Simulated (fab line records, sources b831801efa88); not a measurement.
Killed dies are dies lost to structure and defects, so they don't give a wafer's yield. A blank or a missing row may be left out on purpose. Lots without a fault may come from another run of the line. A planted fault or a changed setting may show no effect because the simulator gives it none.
fab line records | flow sky130
record lots=5 wafers=15 last_day=49
route steps=708 shown GATE_OXIDE@192 POLY_GATE@204 RES_PROTECT@206 POLY_CUT@318 PAD_OPEN@708
lots that met no fault: from a run of the same line without faults
start_h: hours from the record's first day to the start of the lot's first wafer shown | wait_h: hours since the lot's step before | " the same as in the row above | L1.1+2: a row that stands for several wafers | - no value, or no start given | * or withheld: withheld | < > ~ a bound
route shown NAME@n: a module of which the file shows steps, and the number in the route of the first | usual: mean/standard deviation of fault-free wafers | same: alike in all rows | chamber/n: place in a boat | sites: the reading at each site | _std_site: their standard deviation | _edge_site: outer sites' mean less inner sites' | radius_mm: how far each site lies from the wafer's centre | mask NAME#n: copy n | behind: the tool/chamber that last shaped the wafer | hold: why the lot was held/for how many hours/how that ended | device: the transistor (n, p or np) that didn't switch | end of line: the same wafers' tests at the end of the route | a step without rows: its recipe alone | killed: dies lost to structure and defects at the first sort, not the wafer's yield | map: a wafer's dies, x killed, . not, _ none there
set.NAME: the setting as run; set.NAME@STEP: as run at that earlier step | model.NAME: the simulator's own value behind a step, which no gauge read
lots at some steps of the route; a table a step, a row a wafer
services: from which hour (start_h, from the record's first day; less than 0 if before it) a tool's chamber was out of use, for how many hours, and why
## steps
# step SKY_GATE_OXIDE_COAT_05
# recipe resist=NOVOLAK spin_rpm=3000 resist_thk_nm=1162
# step SKY_GATE_OXIDE_SOFTBAKE_06
# recipe temp_c=90 time_s=60 resist=NOVOLAK
# step SKY_GATE_OXIDE_EXPOSE_07
# recipe mask_id=LVOM na=0.6 source_shape=conventional sigma_outer=0.6 polarization=unpolarized target_cd_nm=600 dose_mj=170
# step SKY_GATE_OXIDE_PEB_08
# recipe temp_c=withheld time_s=* resist=NOVOLAK
# step SKY_GATE_OXIDE_DEVELOP_09
# recipe resist=NOVOLAK developer=TMAH develop_time_s=60 dev_temp_c=23
# step SKY_GATE_OXIDE_IMPLANT_11
# recipe species=B energy_kev=10 dose_cm2=2.6e+12 tilt_deg=withheld
# step SKY_GATE_OXIDE_WET_ETCH_12
# recipe chemistry=dHF target_depth_nm=16.8 dry=n2_spin target=SiO2 dilution=100:1 temp_c=25 time_s=336
# step SKY_GATE_OXIDE_STRIP_13
# recipe chemistry=O2/N2 power_w=1400 pressure_mtorr=1500 platen_temp_c=withheld o2_flow_sccm=3000 n2_flow_sccm=300 overash_fraction=0.5
# step SKY_GATE_OXIDE_CLEAN_15
# recipe chemistry=SC1/SC2 mix=1:4:20 temp_c=70 time_s=150 dry=n2_spin
# step SKY_GATE_OXIDE_OXIDATION_16
# recipe temp_c=800 ambient=O2 idle_temp_c=700 ramp_up_c_per_min=10 ramp_down_c_per_min=3 stabilise_s=600 purge_s=300 target_thk_a=35.7 ox_time_s=1915
# step SKY_POLY_GATE_CVD_00
# recipe material=poly-Si target_thk_nm=180 temp_c=620 time_s=720 pressure_mtorr=200
# usual spike_tc_bottom_C=640.7/1.3 spike_tc_centre_C=621.3/1.1 spike_tc_lower_C=620.8/1.2 spike_tc_top_C=639.2/2.1 spike_tc_upper_C=619.6/1.2 susceptor_temp_C=619.96/0.26 zone_power_bottom_pct=13.42/0.12 zone_power_centre_pct=8.98/0.12
# columns lot.wafer tool chamber start_h wait_h spike_tc_bottom_C spike_tc_centre_C spike_tc_lower_C spike_tc_top_C spike_tc_upper_C susceptor_temp_C zone_power_bottom_pct zone_power_centre_pct model.poly-Si_of_POLY_GATE_CVD_00.thk_nm
L199.2 lpcvd-01 1 356.51 0.0 640.3 622.4 621.2 642.3 617.4 619.72 13.49 8.99 178.8
L199.4 " 1 " " 639.5 619.7 621.8 641.5 619.5 619.44 13.43 8.98 180
L199.5 " 1 " " 639.6 623.0 622.9 640.3 619.3 619.84 13.60 8.98 181
L203.1 lpcvd-01 1 391.47 0.0 637.0 623.0 621.3 641.2 620.7 620.19 13.39 9.04 181.6
L203.2 " 1 " " 640.3 620.4 622.5 640.5 618.7 620.27 13.55 9.11 181.2
L203.3 " 1 " " 638.7 622.8 622.0 639.5 620.1 620.16 13.41 9.01 181.5
L209.1 lpcvd-01 1 447.88 0.0 626.5 606.1 605.0 626.1 605.1 604.97 12.65 8.66 126.5
L209.5 " 1 " " 625.0 607.6 608.2 626.1 604.9 605.02 12.87 8.65 127.6
L209.6 " 1 " " 625.8 607.5 607.3 626.1 605.4 605.02 12.98 8.64 126.5
L211.2 lpcvd-01 0 458.12 0.0 627.2 606.6 605.2 621.4 603.4 604.93 12.90 8.67 128
L211.4 " 0 " " 627.1 606.9 603.9 621.4 604.5 605.14 12.73 8.57 126.7
L211.5 " 0 " " 627.4 605.8 606.1 622.9 604.0 605.04 12.71 8.50 127.3
L210.2 lpcvd-01 1 459.92 0.3 627.4 606.1 606.0 627.6 603.8 605.20 12.83 8.76 129
L210.3 " 1 " " 624.8 607.5 604.8 625.6 606.4 605.39 12.74 8.69 128.7
L210.5 " 1 " " 625.1 608.4 608.1 626.7 606.2 605.77 12.76 8.76 127.7
# step SKY_POLY_GATE_THK_MEAS_01
# recipe reads=poly-Si_of_POLY_GATE_CVD_00
# usual POLY_GATE_CVD_00_THK=179.9/1.6
# columns lot.wafer tool chamber start_h wait_h POLY_GATE_CVD_00_THK[nm]
L199.2 film_metro-02 - 357.72 0.0 178.8
L199.4 " - " " 179.9
L199.5 " - " " 181.0
L203.1 film_metro-02 - 392.67 0.0 181.8
L203.2 " - " " 181.2
L203.3 " - " " 181.5
L209.1 film_metro-03 - 449.08 0.0 126.5
L209.5 " - " " 127.7
L209.6 " - " " 126.4
L211.2 film_metro-02 - 459.93 0.0 127.9
L211.4 " - " " 126.8
L211.5 " - " " 127.4
L210.2 film_metro-02 - 461.73 0.0 129.0
L210.3 " - " " 128.8
L210.5 " - " " 127.8
# step SKY_RES_PROTECT_DEHYDRATE_00
# recipe temp_c=200 time_s=60
# step SKY_RES_PROTECT_HMDS_01
# recipe prime_time_s=60 prime_temp_c=120
# step SKY_RES_PROTECT_COAT_02
# recipe resist=NOVOLAK spin_rpm=3000 resist_thk_nm=1140
# step SKY_RES_PROTECT_SOFTBAKE_03
# recipe temp_c=90 time_s=60 resist=NOVOLAK
# step SKY_RES_PROTECT_EXPOSE_04
# recipe mask_id=RPM na=0.6 source_shape=conventional sigma_outer=0.6 polarization=unpolarized target_cd_nm=1270 dose_mj=131
# step SKY_RES_PROTECT_PEB_05
# recipe temp_c=withheld time_s=* resist=NOVOLAK
# step SKY_RES_PROTECT_DEVELOP_06
# recipe resist=NOVOLAK developer=TMAH develop_time_s=60 dev_temp_c=23
# step SKY_POLY_GATE_IMPLANT_02
# recipe species=P energy_kev=30 dose_cm2=7.557e+15 tilt_deg=0
# step SKY_RES_PROTECT_STRIP_07
# recipe chemistry=O2/N2 power_w=1400 pressure_mtorr=1500 platen_temp_c=withheld o2_flow_sccm=3000 n2_flow_sccm=300 overash_fraction=0.5
# step SKY_RES_PROTECT_CLEAN_09
# recipe chemistry=SC1/SC2 mix=1:4:20 temp_c=70 time_s=150 dry=n2_spin
# step SKY_POLY_GATE_CVD_03
# recipe material=Si3N4 precursor=DCS/NH3 target_thk_nm=75 temp_c=770 time_s=1290 pressure_mtorr=250
# step SKY_POLY_GATE_DEHYDRATE_05
# recipe temp_c=200 time_s=60
# step SKY_POLY_GATE_HMDS_06
# recipe prime_time_s=60 prime_temp_c=120
# step SKY_POLY_GATE_COAT_07
# recipe resist=BARC temp_c=withheld time_s=withheld spin_rpm=3000 resist_thk_nm=110
# step SKY_POLY_GATE_COAT_08
# recipe resist=KrF-thick spin_rpm=3000 resist_thk_nm=450
# step SKY_POLY_GATE_SOFTBAKE_09
# recipe temp_c=100 time_s=90 resist=KrF-thick
# step SKY_POLY_GATE_EXPOSE_10
# recipe mask_id=P1M na=0.68 source_shape=conventional sigma_outer=0.6 target_cd_nm=150 dose_mj=28
# step SKY_POLY_GATE_PEB_11
# recipe peb_temp_c=withheld peb_time_s=withheld resist=KrF-thick
# step SKY_POLY_GATE_DEVELOP_12
# recipe develop_time_s=60 resist=KrF-thick dev_temp_c=21
# step SKY_POLY_GATE_ETCH_15
# recipe chemistry=N2/H2 target=BARC ion_energy_ev=200 source_w=500 bias_w=100 pressure_mtorr=30 n2_flow_sccm=100 h2_flow_sccm=200 stop_on=SiO2 time_s=118.5 target_depth_a=1100
# step SKY_POLY_GATE_ETCH_16
# recipe stop_on=poly-Si chemistry=CH3F/O2 target=Si3N4 source_w=392.4 bias_w=80 pressure_mtorr=25 ch3f_flow_sccm=40 O2_flow_sccm=30 time_s=147.5 target_depth_a=750
# step SKY_POLY_GATE_ETCH_17
# recipe target_depth_nm=180 stop_on=SiO2 over_etch_frac=0.56667 chemistry=HBr/Cl2 target=poly-Si icp_w=400 bias_w=100 pressure_mtorr=10 HBr_flow_sccm=150 Cl2_flow_sccm=50 time_s=70.5
# usual drypump_motor_current_A=5.6/0.41 oes_product_au=0.986/0.0068 throttle_valve_pct=33.684/0.0094
# columns lot.wafer tool chamber start_h wait_h drypump_motor_current_A oes_product_au rf_hours_counter_h throttle_valve_pct model.POLY_GATE.feature_depth_nm model.etch.depth_nm
L199.2 rie_si-02 3 420.03 0.0 5.5 0.979 60 33.680 178.1 178.1
L199.4 " 0 " " 5.2 0.984 72 33.683 179.4 179.4
L199.5 " 0 " " 5.3 0.977 - 33.682 179 179
L203.1 rie_si-01 0 458.00 0.0 6.2 0.990 46 33.676 181 181
L203.2 " 1 " " 5.6 0.985 13 33.674 178.2 178.2
L203.3 " 2 " " 6.4 0.985 3 33.690 176.5 176.5
L209.1 rie_si-01 0 511.93 0.0 6.2 0.782 46 33.691 125.9 125.9
L209.5 " 1 " " 5.6 0.784 - 33.683 127 127
L209.6 " 0 " " 6.2 0.778 - 33.679 125.9 125.9
L211.2 rie_si-02 2 525.33 0.0 5.3 0.781 0 33.669 127.4 127.4
L211.4 " 3 " " 5.6 0.781 0 33.695 126.1 126.1
L211.5 " 1 " " 5.4 0.780 - 33.677 126.7 126.7
L210.2 rie_si-01 2 526.28 0.0 6.3 0.791 3 33.694 128.4 128.4
L210.3 " 0 " " 6.2 0.785 46 33.689 128.1 128.1
L210.5 " 0 " " 6.2 0.783 - 33.679 127.1 127.1
# step SKY_POLY_GATE_STRIP_18
# recipe chemistry=O2/N2 power_w=1400 pressure_mtorr=1500 platen_temp_c=withheld o2_flow_sccm=3000 n2_flow_sccm=300 overash_fraction=0.5
# step SKY_POLY_GATE_CLEAN_19
# recipe chemistry=SC1/SC2 mix=1:4:20 temp_c=70 time_s=150 dry=n2_spin
# step SKY_POLY_CUT_ETCH_11
# recipe target=Si3N4 chemistry=CF4/CH2F2/Ar stop_on=poly-Si source_w=600 bias_w=150 pressure_mtorr=40 cf4_flow_sccm=40 ch2f2_flow_sccm=20 Ar_flow_sccm=150 time_s=43.17 target_depth_a=600
# usual cf4_flow_sccm=40.00/0.14 ch2f2_flow_sccm=20.00/0.062 drypump_motor_current_A=5.7/0.54 oes_product_au=0.828/0.0065 throttle_valve_pct=14.995/0.011
# columns lot.wafer tool chamber start_h wait_h cf4_flow_sccm ch2f2_flow_sccm drypump_motor_current_A oes_product_au rf_hours_counter_h throttle_valve_pct model.poly-Si_of_POLY_GATE_CVD_00.thk_nm
L199.2 rie_diel-02 1 604.74 0.0 40.11 20.06 5.2 0.823 9 14.988 177.9
L199.4 " 3 " " 39.75 19.98 5.5 0.822 20 14.976 179.1
L199.5 " 1 " " 40.12 20.02 5.2 0.828 - 15.004 180.1
L203.1 rie_diel-04 2 644.11 0.0 39.97 20.05 6.4 0.839 11 14.977 180.8
L203.2 " 1 " " 39.82 19.98 6.3 0.845 10 14.985 180.4
L203.3 " 1 " " 40.04 20.01 6.3 0.840 - 15.009 180.6
L209.1 rie_diel-04 0 694.59 0.0 40.17 19.99 5.9 0.824 3 14.983 125.7
L209.5 " 2 " " 40.16 20.00 6.4 0.833 - 14.985 126.8
L209.6 " 3 " " 39.97 19.97 6.3 0.832 - 14.999 125.6
L211.2 rie_diel-04 0 703.35 0.0 39.84 19.86 5.9 0.826 3 14.996 127.1
L211.4 " 1 " " 39.99 19.95 6.3 0.823 12 14.988 125.9
L211.5 " 0 " " 39.73 19.89 5.9 0.826 - 14.990 126.5
L210.2 rie_diel-01 2 704.59 0.0 40.00 19.98 5.1 0.831 5 15.000 128.2
L210.3 " 1 " " 39.84 20.09 4.9 0.833 2 14.999 127.9
L210.5 " 0 " " 39.98 19.96 5.8 0.841 - 15.001 126.9
# step SKY_PAD_OPEN_PROBE_99
# usual killed_at_M0_to_M3=44/6.3 killed_at_M4_up=3.1/2 killed_at_contacts=24/4.8 killed_at_front_end=15/4.6 killed_at_other=0.2/0.51 killed_dies=87/8.4 killed_open=48/6.4 killed_short=39/5.9
# same gross_dies=492 killed_at_back_side=0
# columns lot.wafer tool chamber start_h wait_h killed_at_M0_to_M3 killed_at_M4_up killed_at_contacts killed_at_front_end killed_at_other killed_dies killed_open killed_short model.etest.res_high_po.line_ohm_um model.etest.res_poly.line_ohm_um model.etest.tip_sonos.rs_ohm_sq model.etest.res_high_po.rs_ohm_sq model.etest.res_poly.rs_ohm_sq model.etest.cap_li_to_poly.c_af_um2 model.etest.tip_n.rs_ohm_sq model.etest.res_high_po.rs_ohm_sq_range
L199.2 prober-02 - 1104.53 0.1 40 3 23 13 0 79 39 40 726 499.7 2610 254.2 47.94 97.17 438 8.138
L199.4 prober-02 - 1104.63 0.2 50 2 20 30 0 102 62 40 741.4 511.4 2635 255.5 47.93 98.85 442.1 10.8
L199.5 prober-02 - 1104.68 0.2 40 1 37 19 0 97 59 38 725.4 514.4 2630 253 48.07 97.49 443.1 9.707
L203.1 prober-02 - 1137.65 0.1 37 0 25 22 0 84 47 37 741.1 524.4 2610 256.8 48.02 104 442.1 4.853
L203.2 prober-02 - 1137.70 0.1 54 2 22 16 0 94 58 36 757.8 530.4 2682 264.4 49.04 96.43 442.7 8.668
L203.3 prober-02 - 1137.75 0.2 52 2 25 9 0 88 50 38 747.1 530.6 2652 263.3 48.81 97.46 440.3 8.391
L209.1 prober-02 - 1169.26 0.1 48 1 28 21 1 99 51 48 1046 772.1 2461 361.8 70.55 84.01 436.1 19.75
L209.5 prober-02 - 1169.46 0.2 40 3 25 14 1 83 49 34 1035 767.1 2459 365.3 70.48 88.93 437.1 14.26
L209.6 prober-02 - 1169.51 0.2 45 4 22 23 0 94 44 50 1026 765.1 2444 355.5 69.35 86.17 433.9 18.92
L211.2 prober-01 - 1176.38 0.1 47 4 21 12 0 84 43 41 1047 759.4 2463 363.3 70.8 86.17 436.6 7.833
L211.4 prober-01 - 1176.48 0.2 47 2 25 17 0 91 50 41 1049 760.9 2452 365.7 70.72 84.48 435.2 5.577
L211.5 prober-01 - 1176.53 0.2 43 2 25 11 0 81 43 38 1062 774.8 2462 372.8 71.63 85.92 436.6 5.665
L210.2 prober-02 - 1177.10 0.1 39 0 28 7 1 75 51 24 1002 744.4 2602 353.8 67.48 87.82 433.9 12.27
L210.3 prober-02 - 1177.15 0.2 41 1 37 15 0 94 59 35 1022 744.5 2628 354.6 67.47 86.58 437.9 9.694
L210.5 prober-02 - 1177.25 0.2 48 4 26 15 0 93 55 38 1022 748 2534 354.1 67.54 86.27 434.7 13.23
# killed by level:class
L199.2 CONTACT:geometric_particle:open=7 VIA2:geometric_particle:open=7 VIA3:geometric_particle:open=7 CONTACT:geometric_particle:short=6 LI_CONTACT:geometric_particle:short=5 VIA1:geometric_particle:open=5 VIA1:geometric_particle:short=4 METAL2:geometric_particle:short=4
L199.4 VIA1:geometric_particle:open=13 CONTACT:geometric_particle:open=8 FIELD_ISO:geometric_particle:open=7 METAL2:geometric_particle:short=7 POLY_GATE:geometric_particle:short=6 POLY_GATE:geometric_particle:open=6 VIA2:geometric_particle:open=6 VIA3:geometric_particle:open=6
L199.5 CONTACT:geometric_particle:open=15 LI_CONTACT:geometric_particle:short=8 VIA1:geometric_particle:open=8 VIA1:geometric_particle:short=7 VIA3:geometric_particle:open=7 FIELD_ISO:geometric_particle:open=6 LI_CONTACT:geometric_particle:open=6 FIELD_ISO:geometric_particle:short=5
L203.1 CONTACT:geometric_particle:open=11 LI_CONTACT:geometric_particle:open=10 VIA1:geometric_particle:open=7 POLY_GATE:geometric_particle:open=6 METAL1:geometric_particle:short=5 VIA1:geometric_particle:short=5 FIELD_ISO:geometric_particle:short=4 VIA2:geometric_particle:short=4
L203.2 VIA1:geometric_particle:open=23 CONTACT:geometric_particle:open=10 VIA3:geometric_particle:open=8 VIA2:geometric_particle:short=6 LI_CONTACT:geometric_particle:open=5 FIELD_ISO:geometric_particle:open=4 POLY_GATE:geometric_particle:open=4 POLY_GATE:geometric_particle:short=4
L203.3 VIA1:geometric_particle:open=14 CONTACT:geometric_particle:open=12 VIA2:geometric_particle:open=7 VIA1:geometric_particle:short=6 LI_CONTACT:geometric_particle:open=5 METAL1:geometric_particle:short=5 METAL3:geometric_particle:short=5 VIA3:geometric_particle:open=5
L209.1 METAL1:geometric_particle:short=11 LI_CONTACT:geometric_particle:open=10 METAL3:geometric_particle:short=9 CONTACT:geometric_particle:open=8 FIELD_ISO:geometric_particle:open=7 VIA3:geometric_particle:open=7 POLY_GATE:geometric_particle:open=6 CONTACT:geometric_particle:short=6
L209.5 VIA1:geometric_particle:open=10 VIA2:geometric_particle:open=10 METAL2:geometric_particle:short=8 CONTACT:geometric_particle:open=7 LI_CONTACT:geometric_particle:open=6 LI_CONTACT:geometric_particle:short=5 VIA3:geometric_particle:open=5 FIELD_ISO:geometric_particle:open=4
L209.6 VIA1:geometric_particle:open=8 METAL2:geometric_particle:short=8 VIA1:geometric_particle:short=7 POLY_GATE:geometric_particle:open=6 CONTACT:geometric_particle:open=6 CONTACT:geometric_particle:short=6 LI_CONTACT:geometric_particle:open=5 METAL1:geometric_particle:short=5
L211.2 CONTACT:geometric_particle:open=11 VIA1:geometric_particle:open=11 VIA2:geometric_particle:open=6 VIA3:geometric_particle:open=5 METAL1:geometric_particle:short=5 VIA2:geometric_particle:short=4 METAL3:geometric_particle:short=4 VIA3:geometric_particle:short=4
L211.4 CONTACT:geometric_particle:open=15 VIA3:geometric_particle:open=8 VIA1:geometric_particle:open=8 METAL1:geometric_particle:short=7 FIELD_ISO:geometric_particle:short=6 FIELD_ISO:geometric_particle:open=6 VIA1:geometric_particle:short=6 CONTACT:geometric_particle:short=4
L211.5 CONTACT:geometric_particle:open=13 VIA1:geometric_particle:open=9 LI_CONTACT:geometric_particle:open=6 METAL1:geometric_particle:short=6 VIA1:geometric_particle:short=6 METAL2:geometric_particle:short=4 VIA2:geometric_particle:open=4 FIELD_ISO:geometric_particle:short=3
L210.2 CONTACT:geometric_particle:open=13 VIA1:geometric_particle:open=12 VIA3:geometric_particle:open=11 LI_CONTACT:geometric_particle:open=7 CONTACT:geometric_particle:short=4 FIELD_ISO:geometric_particle:open=3 LOCAL_INTERCONNECT:geometric_particle:short=3 METAL1:geometric_particle:short=3
L210.3 CONTACT:geometric_particle:open=12 VIA1:geometric_particle:open=10 LI_CONTACT:geometric_particle:open=9 CONTACT:geometric_particle:short=9 VIA2:geometric_particle:open=8 VIA3:geometric_particle:open=6 FIELD_ISO:geometric_particle:open=5 LI_CONTACT:geometric_particle:short=5
L210.5 LI_CONTACT:geometric_particle:open=10 CONTACT:geometric_particle:open=10 VIA3:geometric_particle:open=9 VIA1:geometric_particle:short=8 METAL2:geometric_particle:short=7 VIA2:geometric_particle:open=7 FIELD_ISO:geometric_particle:open=5 CONTACT:geometric_particle:short=4
## services
# columns tool chamber start_h hours kind
rie_diel-04 2 339.70 2.9 repair
rie_diel-04 1 345.76 7.5 repair
rie_diel-04 0 360.78 8.8 repair
rie_si-02 - 362.66 0.5 repair
rie_diel-04 2 363.79 4.4 repair
rie_si-01 1 383.06 2.3 repair
rie_diel-04 2 391.57 5.6 repair
lpcvd-01 - 396.44 6.0 pm
rie_si-01 0 432.31 8.3 repair
rie_si-01 - 437.97 0.5 repair
rie_si-01 - 447.26 2.8 pm
rie_si-02 0 447.74 5.2 repair
lpcvd-01 - 450.03 2.8 repair
rie_si-01 2 474.63 4.5 repair
rie_diel-04 0 509.86 15.1 repair
rie_si-02 1 512.69 8.1 repair
rie_diel-04 1 541.87 9.1 repair
rie_diel-04 1 570.94 2.2 repair
rie_diel-04 1 599.32 7.9 repair
rie_si-01 2 604.12 14.7 repair
rie_si-01 0 616.96 4.5 repair
rie_diel-04 3 631.58 29.8 repair
rie_diel-04 0 641.52 21.9 repair
rie_si-01 - 670.72 2.2 repair
## key
first_sign step=SKY_POLY_GATE_CVD_00 reading=susceptor_temp_C direction=down sigmas=57 usual=* struck=*
effect step=SKY_POLY_GATE_CVD_00 reading=spike_tc_centre_C direction=down sigmas=13 usual=621.3 struck=606.9
effect step=SKY_POLY_GATE_THK_MEAS_01 reading=POLY_GATE_CVD_00_THK direction=down sigmas=32 usual=179.9 struck=127.6
effect step=SKY_POLY_GATE_ETCH_17 reading=oes_product_au direction=down sigmas=30 usual=0.986 struck=0.783
model_effect step=SKY_POLY_GATE_CVD_00 value=poly-Si_of_POLY_GATE_CVD_00.thk_nm without=180.8 struck=127.6
model_effect step=SKY_POLY_GATE_ETCH_17 value=POLY_GATE.feature_depth_nm without=179.9 struck=126.9
model_effect step=SKY_POLY_CUT_ETCH_11 value=poly-Si_of_POLY_GATE_CVD_00.thk_nm without=179.9 struck=126.7
model_effect step=SKY_PAD_OPEN_PROBE_99 value=etest.res_high_po.line_ohm_um without=754.5 struck=1034
met_at SKY_POLY_GATE_CVD_00
struck_wafers L209.1,L209.5,L209.6,L210.2,L210.3,L210.5,L211.2,L211.4,L211.5
tester_left_out L209,L210,L211
onset_between 391.47 447.88
fault kind=process_parameter_drift tool=lpcvd-01 chamber=- onset_h=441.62 steps=SKY_POLY_GATE_CVD_00 channel=temp_c offset=* shape=step end_h=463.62 stated=*
# tester_left_out: of these lots the tester's yield and bins aren't shown, on N5 and GAA mostly nor the transistor test; their killed dies are dies lost to structure and defects alone, not to doping, threshold or leakage, so they don't give the yield
